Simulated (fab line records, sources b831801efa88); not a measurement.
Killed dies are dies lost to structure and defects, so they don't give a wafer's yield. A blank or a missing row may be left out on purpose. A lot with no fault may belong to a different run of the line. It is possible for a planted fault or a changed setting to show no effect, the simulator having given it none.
Which tool was responsible? | flow sky130 | Sampling: 12 lots, 36 wafers, 3 of 708 route steps

## WHAT THE GAUGES READ, wafer by wafer
SKY_METAL2_CD_MEAS_15 targets a cd of 140 nm. Usual: cdNm at 139.8 nm, with a standard deviation of 1.7.
lot  | measured     | on       | cdNm (nm)         | flag
L497 | day 35 04:01 | cdSem-01 | 138.0 137.4 136.6 | 
L498 | day 35 07:58 | cdSem-02 | 139.0 139.4 138.0 | 
L499 | day 35 12:32 | cdSem-01 | 143.5 144.1 142.4 | 
L501 | day 36 11:28 | cdSem-02 | 136.1 136.7 137.6 | 
L502 | day 36 19:41 | cdSem-02 | 139.6 137.2 138.6 | 
L503 | day 36 20:49 | cdSem-02 | 141.4 140.3 141.7 | 
L504 | day 37 09:34 | cdSem-02 | 140.5 139.8 140.5 | 
L505 | day 37 17:55 | cdSem-01 | 139.1 139.1 139.1 | 
L509 | day 38 23:56 | cdSem-02 | 139.2 138.3 138.4 | 
L515 | day 40 21:01 | cdSem-02 | 141.2 141.5 141.3 | 
L516 | day 40 22:37 | cdSem-02 | 139.9 141.1 140.9 | 
L517 | day 41 07:44 | cdSem-01 | 139.7 138.7 139.4 | 

## TOOL THAT RAN EACH LOT (tool first, then ch and the chambers of the sampled wafers, then the start)
lot  | SKY_LOCAL_INTERCONNECT_STRIP_15     | SKY_METAL1_SPUTTER_04
L497 | plasmaAsher-04 ch 0,1, day 30 09:40 | pvdSputter-03, day 31 16:01
L498 | plasmaAsher-01 ch 0,1, day 30 12:59 | pvdSputter-04, day 31 20:18
L499 | plasmaAsher-04 ch 0,1, day 30 19:46 | pvdSputter-03, day 32 01:35
L501 | plasmaAsher-01 ch 0,1, day 31 17:55 | pvdSputter-03, day 32 23:56
L502 | plasmaAsher-01 ch 0,1, day 32 04:58 | pvdSputter-04, day 33 10:17
L503 | plasmaAsher-04 ch 1, day 32 05:23   | pvdSputter-03, day 33 10:56
L504 | plasmaAsher-01 ch 1, day 32 19:02   | pvdSputter-03, day 34 00:19
L505 | plasmaAsher-04 ch 0,1, day 33 03:52 | pvdSputter-03, day 34 09:10
L509 | plasmaAsher-04 ch 1, day 34 09:31   | pvdSputter-04, day 35 14:36
L515 | plasmaAsher-02 ch 0, day 36 08:45   | pvdSputter-03, day 37 13:45
L516 | plasmaAsher-04 ch 0,1, day 36 14:31 | pvdSputter-03, day 37 19:11
L517 | plasmaAsher-01 ch 0,1, day 36 21:30 | pvdSputter-04, day 38 02:38
- SKY_LOCAL_INTERCONNECT_STRIP_15: strips in O2/N2.
- SKY_METAL1_SPUTTER_04: material TiN, target thk 70 nm, time 58.3 s.

## AS READ BY THE TOOLS THEMSELVES (means over the sampled wafers that have a number; for cases with no such wafer, the mark the record gives instead)
SKY_LOCAL_INTERCONNECT_STRIP_15. Usual: drypumpMotorCurrentA 5.8 A, standard deviation 0.35; oesProductAu 0.427 a.u., standard deviation 0.0044; stripTimeToEndpointS 4.734 s, standard deviation 0.016.
lot  | tool           | drypumpMotorCurrentA (A) | oesProductAu (a.u.) | stripTimeToEndpointS (s) | flag
L497 | plasmaAsher-04 | 5.8                      | 0.427               | 4.738                    | 
L498 | plasmaAsher-01 | 5.7                      | 0.427               | 4.739                    | 
L499 | plasmaAsher-04 | 5.8                      | 0.426               | 4.733                    | 
L501 | plasmaAsher-01 | 6.0                      | 0.429               | 4.738                    | 
L502 | plasmaAsher-01 | 5.9                      | 0.424               | 4.709                    | 
L503 | plasmaAsher-04 | 6.1                      | 0.425               | 4.725                    | 
L504 | plasmaAsher-01 | 6.2                      | 0.424               | 4.728                    | 
L505 | plasmaAsher-04 | 6.0                      | 0.425               | 4.733                    | 
L509 | plasmaAsher-04 | 6.1                      | 0.426               | 4.731                    | 
L515 | plasmaAsher-02 | 5.3                      | 0.427               | 4.733                    | 
L516 | plasmaAsher-04 | 5.8                      | 0.423               | 4.727                    | 
L517 | plasmaAsher-01 | 5.7                      | 0.430               | 4.742                    | 

SKY_METAL1_SPUTTER_04. Usual: throttleValvePct at 30.5 %, with a standard deviation of 0.9.
lot  | tool          | throttleValvePct (%) | flag
L497 | pvdSputter-03 | 31.0                 | 
L498 | pvdSputter-04 | 30.3                 | 
L499 | pvdSputter-03 | 30.4                 | 
L501 | pvdSputter-03 | 31.0                 | 
L502 | pvdSputter-04 | 30.1                 | 
L503 | pvdSputter-03 | 30.3                 | 
L504 | pvdSputter-03 | 30.1                 | 
L505 | pvdSputter-03 | 30.8                 | 
L509 | pvdSputter-04 | 31.9                 | 
L515 | pvdSputter-03 | 30.7                 | 
L516 | pvdSputter-03 | 30.2                 | 
L517 | pvdSputter-04 | 29.5                 | 

## THE ANSWER, worked out from the rows above alone
Rule: a lot counts as off when the mean over its wafers that have a number is more than 3 standard deviations away from the usual mean. Also off: a lot with no number at a reading for which 4 or more lots have one. Where the step has rows for the other lots, those lots are counted as sound. After the gauges, taken in route order, come the tools' own readings; for these a lot's mean is taken, as printed above. The first step at which some lot is off is used, and at that step the reading that is off furthest; a lot without a number counts as furthest.
None of the lots is off at any reading shown; this tells nothing.

## WHAT THE SIMULATOR HAD INSERTED
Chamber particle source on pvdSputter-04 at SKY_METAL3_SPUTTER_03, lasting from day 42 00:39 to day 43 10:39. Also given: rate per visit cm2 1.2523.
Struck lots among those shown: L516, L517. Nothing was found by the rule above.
